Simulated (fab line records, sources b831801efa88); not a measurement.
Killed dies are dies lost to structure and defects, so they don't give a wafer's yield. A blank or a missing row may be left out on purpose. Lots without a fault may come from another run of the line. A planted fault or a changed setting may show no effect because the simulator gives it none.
A struck lot beside a sound one | flow gf180mcu | 18 steps out of a route of 602
Sound: wafers L670.3, L670.4, L670.5. Struck: wafers L685.1, L685.2, L685.6. The cause comes at the end.
At each step with rows: each side's tool, then ch and its chambers, then its first start. Under that, the readings that differ: sound wafers | struck wafers | difference of the means | sigmas: that difference in standard deviations of wafers without a fault.
alike: readings whose means differ by less than 2 such deviations, and words and numbers that are the same on both sides. not compared: withheld readings, readings that some wafer has no value for, bounds like >300 that may hide the same value, and numbers for which the record gives no deviation and whose values overlap.
The two part at a step that has a row with sigmas, a row that says differs or no value, or rows on one side only. Numbers that don't overlap but have no deviation are shown without sigmas and don't part them. A reading that every wafer of one side lacks parts them only if that side has two wafers or more.

first, 1 step without rows for these wafers: GF_HV_LDD_CLEAN_51 (cleans in SC1/SC2, time 150 s).
GF_HV_LDD_RTA_52: time 10 s.
  sound on rtp_anneal-01 ch 0, day 12 13:51; struck on rtp_anneal-02 ch 0, day 17 17:07
  reading            | sound          | struck         | difference | sigmas
  lamp_power_pct (%) | 32.5 32.5 32.5 | 33.4 33.4 33.4 | +0.9       | +2
  alike: wafer_temp_C_max
GF_HV_LDD_RS_MEAS_53: measures by four-point-probe.
  sound on film_metro-02, day 12 13:56; struck on film_metro-02, day 17 17:11
  alike: HV_LDD_RS
then, 1 step without rows for these wafers: GF_HV_LDD_CVD_54 (deposits SiO2 from TEOS, target thk 10 nm, time 75 s).
GF_HV_LDD_THK_MEAS_55:
  sound on film_metro-04, day 12 15:05; struck on film_metro-04, day 17 18:20
  alike: HV_LDD_CVD_54_THK
then, 1 step without rows for these wafers: GF_HV_LDD_CVD_56 (deposits Si3N4 from DCS/NH3, target thk 90 nm, time 1543 s).
GF_HV_LDD_THK_MEAS_57:
  sound on film_metro-03, day 12 16:34; struck on film_metro-04, day 17 19:49
  alike: HV_LDD_CVD_56_THK
GF_HV_LDD_ETCHBACK_58: etches Si3N4 in CH3F/O2, stops on SiO2, time 100 s, target depth 90 nm.
  sound on rie_diel-04 ch 1,2,3, day 12 16:37; struck on rie_diel-04 ch 0,3, day 17 19:53
  alike: chamber_pressure_mTorr, drypump_motor_current_A, oes_product_au, throttle_valve_pct
  not compared: rf_hours_counter_h
then, 4 steps without rows for these wafers: GF_NSD_DEHYDRATE_00 (time 60 s); GF_NSD_HMDS_01 (prime time 60 s); GF_NSD_COAT_02 (resist thk 1000 nm); GF_NSD_SOFTBAKE_03 (time 60 s).
GF_NSD_EXPOSE_04: exposes mask Nplus, target cd 400 nm.
  sound on iline_stepper-01 ch 0, day 13 03:14; struck on iline_stepper-01 ch 0, day 18 07:44
  reading                     | sound                   | struck               | difference | sigmas
  model.NSD.overlay_x_nm (nm) | -0.1213 -0.1213 -0.1213 | -141.3 -141.3 -141.3 | -141.2     |
  alike: mask
then, 2 steps without rows for these wafers: GF_NSD_PEB_05; GF_NSD_DEVELOP_06 (develop time 60 s).
GF_NSD_CD_MEAS_07: target cd 400 nm.
  sound on cd_sem-02, day 13 12:57; struck on cd_sem-02, day 18 19:09
  alike: cd_nm
GF_NSD_OVL_MEAS_08:
  sound on overlay-01, day 13 13:02; struck on overlay-02, day 18 19:16
  reading      | sound        | struck               | difference | sigmas
  NSD_OVL (nm) | 0.0 -1.3 0.8 | -139.5 -141.2 -141.1 | -140.4     | -99 or more
then, 1 step without rows for these wafers: GF_NSD_IMPLANT_09.

WHERE THEY PART
First at GF_HV_LDD_RTA_52; last, within this record, at GF_NSD_OVL_MEAS_08.

WHY: what the simulator had put in
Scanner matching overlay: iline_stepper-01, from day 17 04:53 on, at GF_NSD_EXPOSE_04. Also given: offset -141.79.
